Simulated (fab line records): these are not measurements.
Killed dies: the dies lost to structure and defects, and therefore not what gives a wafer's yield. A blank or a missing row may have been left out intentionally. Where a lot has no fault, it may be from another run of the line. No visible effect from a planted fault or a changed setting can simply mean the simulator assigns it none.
Which tool is to blame? || flow sky130 || 39 wafers from 13 lots sampled at 4 of the route's 708 steps

== WHAT THE GAUGES READ, wafer by wafer ==
SKY_GATE_OXIDE_THK_MEAS_02. Usual: GATE_OXIDE_OXIDATION_00_THK gives 10.37 nm (standard deviation 0.2).
{"lot": "L145", "measured": "day 12 19:18", "on": "film_metro-03", "GATE_OXIDE_OXIDATION_00_THK (nm)": "10.34 10.10 10.20", "flag": ""}
{"lot": "L146", "measured": "day 13 02:56", "on": "film_metro-03", "GATE_OXIDE_OXIDATION_00_THK (nm)": "10.68 10.42 10.38", "flag": ""}
{"lot": "L147", "measured": "day 13 16:26", "on": "film_metro-03", "GATE_OXIDE_OXIDATION_00_THK (nm)": "10.36 10.12 10.18", "flag": ""}
{"lot": "L148", "measured": "day 14 00:11", "on": "film_metro-02", "GATE_OXIDE_OXIDATION_00_THK (nm)": "9.95 9.94 10.05", "flag": ""}
{"lot": "L151", "measured": "day 14 16:02", "on": "film_metro-04", "GATE_OXIDE_OXIDATION_00_THK (nm)": "10.62 10.63 10.68", "flag": ""}
{"lot": "L152", "measured": "day 14 23:47", "on": "film_metro-04", "GATE_OXIDE_OXIDATION_00_THK (nm)": "10.70 10.55 10.73", "flag": ""}
{"lot": "L155", "measured": "day 16 12:48", "on": "film_metro-02", "GATE_OXIDE_OXIDATION_00_THK (nm)": "10.22 10.53 10.25", "flag": ""}
{"lot": "L156", "measured": "day 16 21:02", "on": "film_metro-02", "GATE_OXIDE_OXIDATION_00_THK (nm)": "10.81 10.76 10.73", "flag": ""}
{"lot": "L159", "measured": "day 17 08:05", "on": "film_metro-04", "GATE_OXIDE_OXIDATION_00_THK (nm)": "10.49 10.31 10.50", "flag": ""}
{"lot": "L161", "measured": "day 18 13:01", "on": "film_metro-02", "GATE_OXIDE_OXIDATION_00_THK (nm)": "10.08 10.29 10.09", "flag": ""}
{"lot": "L162", "measured": "day 18 13:01", "on": "film_metro-03", "GATE_OXIDE_OXIDATION_00_THK (nm)": "10.25 10.35 10.21", "flag": ""}
{"lot": "L167", "measured": "day 19 20:08", "on": "film_metro-02", "GATE_OXIDE_OXIDATION_00_THK (nm)": "10.42 10.39 10.49", "flag": ""}
{"lot": "L168", "measured": "day 20 05:55", "on": "film_metro-03", "GATE_OXIDE_OXIDATION_00_THK (nm)": "10.34 10.37 10.27", "flag": ""}

SKY_LDD_HVN_OVL_MEAS_07. Usual: LDD_HVN_OVL gives 0.4 nm (standard deviation 1.4).
{"lot": "L145", "measured": "day 20 05:38", "on": "overlay-01", "LDD_HVN_OVL (nm)": "-0.1 -1.5 -1.9", "flag": ""}
{"lot": "L146", "measured": "day 20 20:38", "on": "overlay-01", "LDD_HVN_OVL (nm)": "0.0 -0.6 -0.3", "flag": ""}
{"lot": "L147", "measured": "day 21 10:29", "on": "overlay-01", "LDD_HVN_OVL (nm)": "0.0 0.2 -0.2", "flag": ""}
{"lot": "L148", "measured": "day 21 21:38", "on": "overlay-02", "LDD_HVN_OVL (nm)": "0.4 0.6 -0.8", "flag": ""}
{"lot": "L151", "measured": "day 22 13:59", "on": "overlay-02", "LDD_HVN_OVL (nm)": "-0.1 0.5 0.5", "flag": ""}
{"lot": "L152", "measured": "day 22 22:53", "on": "overlay-02", "LDD_HVN_OVL (nm)": "4.7 3.0 1.1", "flag": ""}
{"lot": "L155", "measured": "day 24 14:06", "on": "overlay-02", "LDD_HVN_OVL (nm)": "-0.3 0.6 -0.1", "flag": ""}
{"lot": "L156", "measured": "day 24 20:43", "on": "overlay-01", "LDD_HVN_OVL (nm)": "0.8 0.2 0.7", "flag": ""}
{"lot": "L159", "measured": "day 25 09:29", "on": "overlay-01", "LDD_HVN_OVL (nm)": "-2.1 0.3 -0.1", "flag": ""}
{"lot": "L161", "measured": "day 26 09:22", "on": "overlay-01", "LDD_HVN_OVL (nm)": "-0.2 0.7 -1.3", "flag": ""}
{"lot": "L162", "measured": "day 26 11:17", "on": "overlay-02", "LDD_HVN_OVL (nm)": "2.1 2.3 1.8", "flag": ""}
{"lot": "L167", "measured": "day 27 15:44", "on": "overlay-02", "LDD_HVN_OVL (nm)": "2.4 3.3 1.9", "flag": ""}
{"lot": "L168", "measured": "day 28 01:14", "on": "overlay-01", "LDD_HVN_OVL (nm)": "-1.9 -0.5 -0.5", "flag": ""}

== EACH LOT AND THE TOOL THAT RAN IT (in order: tool; ch and the chambers of the sampled wafers; start) ==
{"lot": "L145", "SKY_VT_ADJUST_HVTR_STRIP_10": "plasma_asher-04 ch 0,1, day 9 11:17", "SKY_LDD_N_IMPLANT_09": "implanter-02 ch 0, day 17 18:18"}
{"lot": "L146", "SKY_VT_ADJUST_HVTR_STRIP_10": "plasma_asher-02 ch 0,1, day 9 20:35", "SKY_LDD_N_IMPLANT_09": "implanter-04 ch 0, day 18 08:23"}
{"lot": "L147", "SKY_VT_ADJUST_HVTR_STRIP_10": "plasma_asher-03 ch 0,1, day 10 05:26", "SKY_LDD_N_IMPLANT_09": "implanter-02 ch 0, day 18 20:50"}
{"lot": "L148", "SKY_VT_ADJUST_HVTR_STRIP_10": "plasma_asher-04 ch 0,1, day 10 15:20", "SKY_LDD_N_IMPLANT_09": "implanter-04 ch 0, day 19 08:03"}
{"lot": "L151", "SKY_VT_ADJUST_HVTR_STRIP_10": "plasma_asher-04 ch 0,1, day 11 08:23", "SKY_LDD_N_IMPLANT_09": "implanter-03 ch 0, day 19 23:55"}
{"lot": "L152", "SKY_VT_ADJUST_HVTR_STRIP_10": "plasma_asher-02 ch 0,1, day 11 15:26", "SKY_LDD_N_IMPLANT_09": "implanter-03 ch 0, day 20 08:25"}
{"lot": "L155", "SKY_VT_ADJUST_HVTR_STRIP_10": "plasma_asher-02 ch 0,1, day 12 15:13", "SKY_LDD_N_IMPLANT_09": "implanter-03 ch 0, day 22 00:46"}
{"lot": "L156", "SKY_VT_ADJUST_HVTR_STRIP_10": "plasma_asher-02 ch 1, day 12 21:11", "SKY_LDD_N_IMPLANT_09": "implanter-02 ch 0, day 22 06:55"}
{"lot": "L159", "SKY_VT_ADJUST_HVTR_STRIP_10": "plasma_asher-02 ch 0,1, day 13 12:08", "SKY_LDD_N_IMPLANT_09": "implanter-03 ch 0, day 22 20:46"}
{"lot": "L161", "SKY_VT_ADJUST_HVTR_STRIP_10": "plasma_asher-04 ch 0, day 14 05:11", "SKY_LDD_N_IMPLANT_09": "implanter-03 ch 0, day 23 21:02"}
{"lot": "L162", "SKY_VT_ADJUST_HVTR_STRIP_10": "plasma_asher-02 ch 0,1, day 14 09:50", "SKY_LDD_N_IMPLANT_09": "implanter-04 ch 0, day 23 22:56"}
{"lot": "L167", "SKY_VT_ADJUST_HVTR_STRIP_10": "plasma_asher-04 ch 0,1, day 15 21:02", "SKY_LDD_N_IMPLANT_09": "implanter-04 ch 0, day 25 04:44"}
{"lot": "L168", "SKY_VT_ADJUST_HVTR_STRIP_10": "plasma_asher-04 ch 0,1, day 16 03:38", "SKY_LDD_N_IMPLANT_09": "implanter-04 ch 0, day 25 14:15"}
- SKY_VT_ADJUST_HVTR_STRIP_10: strips in O2/N2.
- SKY_LDD_N_IMPLANT_09

== AS READ BY THE TOOLS THEMSELVES (means over the sampled wafers that have a number; for cases with no such wafer, the mark the record gives instead) ==
SKY_VT_ADJUST_HVTR_STRIP_10. Usual: drypump_motor_current_A 5.8 A, standard deviation 0.46; oes_product_au 0.716 a.u., standard deviation 0.0048; strip_time_to_endpoint_s 14.19 s, standard deviation 0.042.
{"lot": "L145", "tool": "plasma_asher-04", "drypump_motor_current_A (A)": 5.6, "oes_product_au (a.u.)": 0.715, "strip_time_to_endpoint_s (s)": 14.20, "flag": ""}
{"lot": "L146", "tool": "plasma_asher-02", "drypump_motor_current_A (A)": 5.7, "oes_product_au (a.u.)": 0.714, "strip_time_to_endpoint_s (s)": 14.20, "flag": ""}
{"lot": "L147", "tool": "plasma_asher-03", "drypump_motor_current_A (A)": 6.2, "oes_product_au (a.u.)": 0.716, "strip_time_to_endpoint_s (s)": 14.20, "flag": ""}
{"lot": "L148", "tool": "plasma_asher-04", "drypump_motor_current_A (A)": 5.6, "oes_product_au (a.u.)": 0.716, "strip_time_to_endpoint_s (s)": 14.22, "flag": ""}
{"lot": "L151", "tool": "plasma_asher-04", "drypump_motor_current_A (A)": 5.5, "oes_product_au (a.u.)": 0.713, "strip_time_to_endpoint_s (s)": 14.16, "flag": ""}
{"lot": "L152", "tool": "plasma_asher-02", "drypump_motor_current_A (A)": 6.0, "oes_product_au (a.u.)": 0.711, "strip_time_to_endpoint_s (s)": 14.18, "flag": ""}
{"lot": "L155", "tool": "plasma_asher-02", "drypump_motor_current_A (A)": 5.6, "oes_product_au (a.u.)": 0.717, "strip_time_to_endpoint_s (s)": 14.17, "flag": ""}
{"lot": "L156", "tool": "plasma_asher-02", "drypump_motor_current_A (A)": 5.4, "oes_product_au (a.u.)": 0.720, "strip_time_to_endpoint_s (s)": 14.24, "flag": ""}
{"lot": "L159", "tool": "plasma_asher-02", "drypump_motor_current_A (A)": 5.7, "oes_product_au (a.u.)": 0.722, "strip_time_to_endpoint_s (s)": 14.15, "flag": ""}
{"lot": "L161", "tool": "plasma_asher-04", "drypump_motor_current_A (A)": 5.3, "oes_product_au (a.u.)": 0.716, "strip_time_to_endpoint_s (s)": 14.21, "flag": ""}
{"lot": "L162", "tool": "plasma_asher-02", "drypump_motor_current_A (A)": 6.0, "oes_product_au (a.u.)": 0.714, "strip_time_to_endpoint_s (s)": 14.16, "flag": ""}
{"lot": "L167", "tool": "plasma_asher-04", "drypump_motor_current_A (A)": 5.5, "oes_product_au (a.u.)": 0.716, "strip_time_to_endpoint_s (s)": 14.23, "flag": ""}
{"lot": "L168", "tool": "plasma_asher-04", "drypump_motor_current_A (A)": 5.7, "oes_product_au (a.u.)": 0.717, "strip_time_to_endpoint_s (s)": 14.19, "flag": ""}

SKY_LDD_N_IMPLANT_09. Usual: beam_energy_keV 19.999, standard deviation 0.0071; beam_on_s 10.00 s, standard deviation 0.2; dose_ions_cm2 7.5e+13, standard deviation 8.9e+10; faraday_current_uA 423, standard deviation 8.3.
{"lot": "L145", "tool": "implanter-02", "beam_energy_keV": 20.004, "beam_on_s (s)": 9.99, "dose_ions_cm2": 7.5e+13, "faraday_current_uA": 423, "flag": ""}
{"lot": "L146", "tool": "implanter-04", "beam_energy_keV": 20.005, "beam_on_s (s)": 9.89, "dose_ions_cm2": 7.5e+13, "faraday_current_uA": 426, "flag": ""}
{"lot": "L147", "tool": "implanter-02", "beam_energy_keV": 20.004, "beam_on_s (s)": 10.15, "dose_ions_cm2": 7.5e+13, "faraday_current_uA": 415, "flag": ""}
{"lot": "L148", "tool": "implanter-04", "beam_energy_keV": 19.993, "beam_on_s (s)": 10.13, "dose_ions_cm2": 7.5e+13, "faraday_current_uA": 417, "flag": ""}
{"lot": "L151", "tool": "implanter-03", "beam_energy_keV": 19.994, "beam_on_s (s)": 9.98, "dose_ions_cm2": 7.5e+13, "faraday_current_uA": 424, "flag": ""}
{"lot": "L152", "tool": "implanter-03", "beam_energy_keV": 19.996, "beam_on_s (s)": 9.96, "dose_ions_cm2": 7.5e+13, "faraday_current_uA": 426, "flag": ""}
{"lot": "L155", "tool": "implanter-03", "beam_energy_keV": 19.992, "beam_on_s (s)": 9.89, "dose_ions_cm2": 7.5e+13, "faraday_current_uA": 427, "flag": ""}
{"lot": "L156", "tool": "implanter-02", "beam_energy_keV": 19.997, "beam_on_s (s)": 9.95, "dose_ions_cm2": 7.5e+13, "faraday_current_uA": 425, "flag": ""}
{"lot": "L159", "tool": "implanter-03", "beam_energy_keV": 16.984, "beam_on_s (s)": 11.77, "dose_ions_cm2": 7.5e+13, "faraday_current_uA": 359, "flag": "OFF"}
{"lot": "L161", "tool": "implanter-03", "beam_energy_keV": 16.959, "beam_on_s (s)": 11.78, "dose_ions_cm2": 7.5e+13, "faraday_current_uA": 359, "flag": "OFF"}
{"lot": "L162", "tool": "implanter-04", "beam_energy_keV": 19.997, "beam_on_s (s)": 10.03, "dose_ions_cm2": 7.5e+13, "faraday_current_uA": 420, "flag": ""}
{"lot": "L167", "tool": "implanter-04", "beam_energy_keV": 19.991, "beam_on_s (s)": 10.13, "dose_ions_cm2": 7.5e+13, "faraday_current_uA": 418, "flag": ""}
{"lot": "L168", "tool": "implanter-04", "beam_energy_keV": 20.002, "beam_on_s (s)": 10.03, "dose_ions_cm2": 7.5e+13, "faraday_current_uA": 421, "flag": ""}

== THE ANSWER, worked out from the rows above alone ==
Rule: take the mean of a lot's wafers that have a number; if it is more than 3 standard deviations from the usual mean, the lot is off. A lot without any number at a reading at which 4 lots or more have one is off too. The other lots that the step has rows for count as sound. Order of review: gauges by route order, followed by the tools' own readings, for which a lot's mean as printed above is used. The first step at which some lot is off is used, and at that step the reading that is off furthest; a lot without a number counts as furthest.
Off: L159, L161, at SKY_LDD_N_IMPLANT_09 (beam_energy_keV).
A tool fits if, at that step or a process step before it, it ran every lot that is off, and no sound lot after the first of them. One fits: implanter-03 at SKY_LDD_N_IMPLANT_09. A fault onset in the window from L155 (day 22 00:46, its last sound lot) to L159 (day 22 20:46, its first lot off) fits.
The tool's own readings at SKY_LDD_N_IMPLANT_09 bear it out: on the lots that are off they differ by more than 5 times the standard deviation of the sound lots' means. beam_energy_keV reads 16.971 there against 19.998 on the sound lots; beam_on_s reads 11.77 s there against 10.01 s on the sound lots; faraday_current_uA reads 359 there against 422 on the sound lots.

== WHAT THE SIMULATOR PUT IN ==
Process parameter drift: implanter-03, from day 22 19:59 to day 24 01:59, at SKY_LDD_N_IMPLANT_09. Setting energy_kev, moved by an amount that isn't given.
Lots struck among those shown: L159, L161. Same finding as the rule above.
